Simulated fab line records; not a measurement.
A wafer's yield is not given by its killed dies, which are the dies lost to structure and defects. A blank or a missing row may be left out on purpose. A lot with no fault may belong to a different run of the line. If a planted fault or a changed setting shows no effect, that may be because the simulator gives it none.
Which tool was responsible? -- flow sky130 -- 13 lots (36 wafers sampled), 1 step of a 708-step route

WHAT THE GAUGES READ, wafer by wafer
SKY_FIELD_ISO_BOW_MEAS_00. Usual: INCOMING_BOW gives 0 um (standard deviation 6.9).
lot,measured,on,INCOMING_BOW (um),flag
L501,day 1 10:00,filmMetro-02,-6 -5 -7,
L503,day 1 20:01,filmMetro-01,5 9 2,
L504,day 2 01:01,filmMetro-02,-20 -1 6,
L505,day 2 06:01,filmMetro-02,4 -9 2,
L507,day 2 16:00,filmMetro-04,-12 6 6,
L508,day 2 21:01,filmMetro-04,4 -4 3,
L509,day 3 02:01,filmMetro-01,2 -11 3,
L515,day 4 08:00,filmMetro-01,-9 13,
L517,day 4 18:04,filmMetro-02,1 6,
L518,day 4 23:01,filmMetro-04,7 3,
L520,day 5 09:00,filmMetro-01,10 0 7,
L522,day 5 19:01,filmMetro-04,-1 2 4,
L524,day 6 05:01,filmMetro-04,8 8 -12,

EACH LOT AND THE TOOL THAT RAN IT (in order: tool; ch and the chambers of the sampled wafers; start)
There is no process step in the record ahead of these readings.

WHAT THE TOOLS THEMSELVES READ (means of the sampled wafers that have a number; where no wafer has one, the mark that the record gives instead)
The record holds no such reading with a usual standard deviation.

THE ANSWER, worked out from the rows above alone
Rule: a lot counts as off when the mean over its wafers that have a number is more than 3 standard deviations away from the usual mean. Also off: a lot with no number at a reading for which 4 or more lots have one. All remaining lots with rows at the step are treated as sound. After the gauges, taken in route order, come the tools' own readings; for these a lot's mean is taken, as printed above. At the first step where some lot is off, the reading lying furthest off is the one used; lots without a number count as furthest.
Across all readings shown, no lot is off: no conclusion can be drawn from this.

WHAT THE SIMULATOR HAD PUT IN
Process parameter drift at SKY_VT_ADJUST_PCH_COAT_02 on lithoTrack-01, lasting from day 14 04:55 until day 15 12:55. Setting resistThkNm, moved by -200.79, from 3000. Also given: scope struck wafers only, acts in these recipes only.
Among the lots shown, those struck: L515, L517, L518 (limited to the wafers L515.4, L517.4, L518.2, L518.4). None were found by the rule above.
